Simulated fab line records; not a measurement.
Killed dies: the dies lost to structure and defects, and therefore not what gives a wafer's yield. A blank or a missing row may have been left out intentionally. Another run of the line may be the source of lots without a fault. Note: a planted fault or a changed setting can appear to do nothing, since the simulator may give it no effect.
The same fault as seen by 2 desks :: flow gf180mcu :: only its own numbers are on each desk; what lay behind them is given at the end

FOR THE TOOL OWNER'S DESK: implanter-01
For each lot that ran on this tool, the mean over its sampled wafers that have a number, from the tool's own readings at GF_MVPSD_IMPLANT_08. Any lot whose mean is over 4 standard deviations away from the usual mean is out of limits and marked OUT; that distance is given in the brackets.
Columns: A = beam-on-s at GF_MVPSD_IMPLANT_08, usual 9.99 s; B = end-station-pressure-torr at GF_MVPSD_IMPLANT_08, usual 5.09e-06 Torr; C = faraday-current-uA at GF_MVPSD_IMPLANT_08, usual 84.7
lot: L622
first seen here: day 5 12:04
A: 10.12
B: 4.78e-06
C: 83.6

lot: L625
first seen here: day 6 07:42
A: 10.05
B: 5.07e-06
C: 84.1

lot: L630
first seen here: day 7 11:58
A: 10.01
B: 5.03e-06
C: 84.5

lot: L631
first seen here: day 7 19:49
A: 9.90
B: 5.01e-06
C: 85.2

lot: L641
first seen here: day 10 07:23
A: 10.08
B: 5.06e-06
C: 83.9

lot: L642
first seen here: day 10 14:35
A: 9.84
B: 4.97e-06
C: 85.9
This desk found nothing out of limits on any of the 6 lots.

THE METROLOGY DESK
Means of the sampled wafers that have a number, per lot and without regard to the tool the lot ran on: this is what the gauges read. Any lot whose mean is over 4 standard deviations away from the usual mean is out of limits and marked OUT; that distance is given in the brackets.
Columns: A = STI_OXIDATION_THK at GF_STI_THK_MEAS_02, usual 9.95 nm; B = STI_CVD_23_THK at GF_STI_THK_MEAS_24, usual 648 nm; C = MVPSD_TW at GF_MVPSD_TW_MEAS_11, usual 551; D = VT_IMPLANT_01_OVL at GF_VT_IMPLANT_OVL_MEAS_18, usual 0.4 nm; E = MVPSD_RS at GF_VT_IMPLANT_RS_MEAS_49, usual 1170.2 ohm/sq
lot: L620
first seen here: day 1 11:32
A: 10.12
B: 649
C: 547
D: 1.3
E: 1169.0

lot: L621
first seen here: day 1 16:37
A: 9.87
B: 646
C: 549
D: -1.2
E: 1172.9

lot: L622
first seen here: day 1 21:31
A: 9.86
B: 650
C: 548
D: 3.7
E: 1171.6

lot: L623
first seen here: day 2 02:31
A: 10.11
B: 645
C: 556
D: 1.9
E: 1167.8

lot: L625
first seen here: day 2 13:28
A: 9.88
B: 646
C: 548
D: 0.9
E: 1169.6

lot: L630
first seen here: day 3 13:31
A: 9.96
B: 639
C: 535
D: -1.9
E: 1227.8 (+22) OUT

lot: L631
first seen here: day 3 19:53
A: 9.62
B: 651
C: 536
D: 3.1
E: 1223.9 (+21) OUT

lot: L636
first seen here: day 4 19:31
A: 9.97
B: 646
C: 561
D: 0.7
E: 1173.2

lot: L637
first seen here: day 5 01:06
A: 9.97
B: 647
C: 551
D: 2.0
E: 1175.4

lot: L639
first seen here: day 5 11:46
A: 10.28
B: 645
C: 548
D: 2.2
E: 1170.0

lot: L640
first seen here: day 5 15:32
A: 9.94
B: 646
C: 548
D: -2.8
E: 1171.4

lot: L641
first seen here: day 5 20:55
A: 9.80
B: 647
C: 561
D: -3.7
E: 1169.3

lot: L642
first seen here: day 6 02:14
A: 9.83
B: 647
C: 545
D: 1.9
E: 1173.8
This desk reports L630, L631 out of limits; the earliest was L630 at day 10 08:55 (MVPSD_RS at GF_VT_IMPLANT_RS_MEAS_49). L620, L621, L622, L623, L625, L636, L637, L639, L640, L641, L642 stayed within limits.

ALL TOGETHER
At day 10 08:55 the metrology desk could have sounded an alarm, on L630, L631.
The tool owner's desk saw nothing out of limits.
The tool owner's desk has L630, L631 on record, within its limits.
On implanter-01, each named lot ran GF_MVPSD_IMPLANT_08.

WHAT HAD BEEN PUT IN BY THE SIMULATOR
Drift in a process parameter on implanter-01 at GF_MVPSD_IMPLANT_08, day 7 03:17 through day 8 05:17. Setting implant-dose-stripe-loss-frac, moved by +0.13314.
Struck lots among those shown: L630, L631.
Time in hours between the start of the fault and the first out-of-limits reading at each desk: metrology desk, 78.
